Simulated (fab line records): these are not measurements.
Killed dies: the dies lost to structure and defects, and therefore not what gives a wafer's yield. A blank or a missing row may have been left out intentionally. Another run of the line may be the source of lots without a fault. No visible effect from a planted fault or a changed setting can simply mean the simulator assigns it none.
A lot that was struck, set against a sound lot ; flow sky130 ; 17 steps out of a route of 708
Sound: these wafers, L341.1, L341.4, L341.6. Struck: wafer L351.1 (L351.3, L351.5, from the same lot, were not struck and are left out); the cause is given at the end.
Order at every step that has rows: each side's tool, ch and its chambers, its first start. Under that, the readings that differ: sound wafers ; struck wafers ; difference of the means ; sigmas: that difference in standard deviations of wafers without a fault.
alike: readings whose means differ by less than 2 such deviations, and words and numbers that are the same on both sides. not compared: withheld readings, readings that some wafer has no value for, bounds like >300 that may hide the same value, and numbers for which the record gives no deviation and whose values overlap.
The two part at a step that has a row with sigmas, a row that says differs or no value, or rows on one side only. When numbers do not overlap yet have no deviation, they are printed without sigmas and do not part them. Lack of a reading on every wafer of one side parts them only where that side has two or more wafers.

SKY_CONTACT_CMP_04: polishes SiO2.
  sound on cmp-02 ch 1,2,3, day 31 07:34; struck on cmp-01 ch 2, day 34 22:32
  alike: motorCurrentA, slurryFilterDpKPa, timeToEndpointS
SKY_CONTACT_BOW_MEAS_05:
  struck on filmMetro-03, day 34 22:44; sound on filmMetro-04, day 31 07:49
  alike: CONTACT_BOW
then, 8 steps without rows for these wafers: SKY_CONTACT_DEHYDRATE_06 (time 60 s); SKY_CONTACT_HMDS_07 (prime time 60 s); SKY_CONTACT_COAT_08 (resist thk 60 nm); SKY_CONTACT_COAT_09 (resist thk 450 nm); SKY_CONTACT_SOFTBAKE_10 (time 90 s); SKY_CONTACT_EXPOSE_11 (exposes mask CTM1, target cd 170 nm); SKY_CONTACT_PEB_12; SKY_CONTACT_DEVELOP_13 (develop time 60 s).
SKY_CONTACT_CD_MEAS_14: target cd 170 nm.
  struck on cdSem-02, day 36 01:47; sound on cdSem-01, day 32 11:34
  alike: cdNm
SKY_CONTACT_OVL_MEAS_15:
  struck on overlay-01, day 36 01:54; sound on overlay-02, day 32 11:41
  alike: CONTACT_OVL
SKY_CONTACT_ETCH_16: etches BARC in N2/H2, stops on SiO2, time 45.9 s, target depth 60 nm.
  sound on rieDiel-03 ch 0,1,2, day 32 11:44; struck on rieDiel-03 ch 1, day 36 01:56
reading;sound;struck;difference;sigmas
oesProductAu (a.u.);0.853 0.856 0.856;0.938;+0.083;+18
runLengthS (s);74.4 73.9 73.9;69.6;-4.5;-10
throttleValvePct (%);13.213 13.212 13.217;13.238;+0.024;+3
model.KrF-thick_of_CONTACT_COAT_09.thkNm (nm);390.8 390.5 390.2;396.6;+6.1;
  alike: drypumpMotorCurrentA
  not compared: rfHoursCounterH
SKY_CONTACT_ETCH_17: etches SiO2 in C4F8/O2/Ar, stops on Si3N4, target depth 340 nm.
  sound on rieDiel-03 ch 0,1,2, day 32 11:46; struck on rieDiel-03 ch 1, day 36 01:59
  alike: oesProductAu
SKY_CONTACT_ETCH_18: etches Si3N4 in CHF3/O2, stops on TiN, time 39 s, target depth 75 nm.
  sound: rieDiel-03 ch 0,1,2; struck: rieDiel-03 ch 1
reading;sound;struck;difference;sigmas
model.KrF-thick_of_CONTACT_COAT_09.thkNm (nm);241.8 239.7 241.3;248.4;+7.5;
  alike: drypumpMotorCurrentA, oesProductAu, runLengthS, throttleValvePct
  not compared: rfHoursCounterH
SKY_CONTACT_STRIP_19: strips in O2/N2.
  sound on plasmaAsher-04 ch 1, day 32 11:52; struck on plasmaAsher-02 ch 1, day 36 02:04
reading;sound;struck;difference;sigmas
stripTimeToEndpointS (s);3.597 3.587 3.601;3.677;+0.082;+3
  alike: drypumpMotorCurrentA, oesProductAu
  not compared: rfHoursCounterH
-- the record jumps here: 13 days lie between the struck wafers' starts before and after (it left off in module CONTACT and takes up again in module PAD_OPEN, whose first step shown is number 708 of the route) --
SKY_PAD_OPEN_PROBE_99:
  struck on prober-02, day 49 02:53; sound on prober-02, day 46 12:15
  alike: killed_at_M0_to_M3, killed_at_M4_up, killedAtContacts, killedAtFrontEnd, killedAtOther, killedDies, killedOpen, killedShort

== WHERE THEY PART ==
First at SKY_CONTACT_ETCH_16; last, within this record, at SKY_CONTACT_STRIP_19. Later steps at which nothing parts them and some readings are alike: SKY_PAD_OPEN_PROBE_99.

WHY: the cause the simulator had injected
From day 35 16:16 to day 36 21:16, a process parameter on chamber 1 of rieDiel-03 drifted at SKY_CONTACT_ETCH_16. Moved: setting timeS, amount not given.
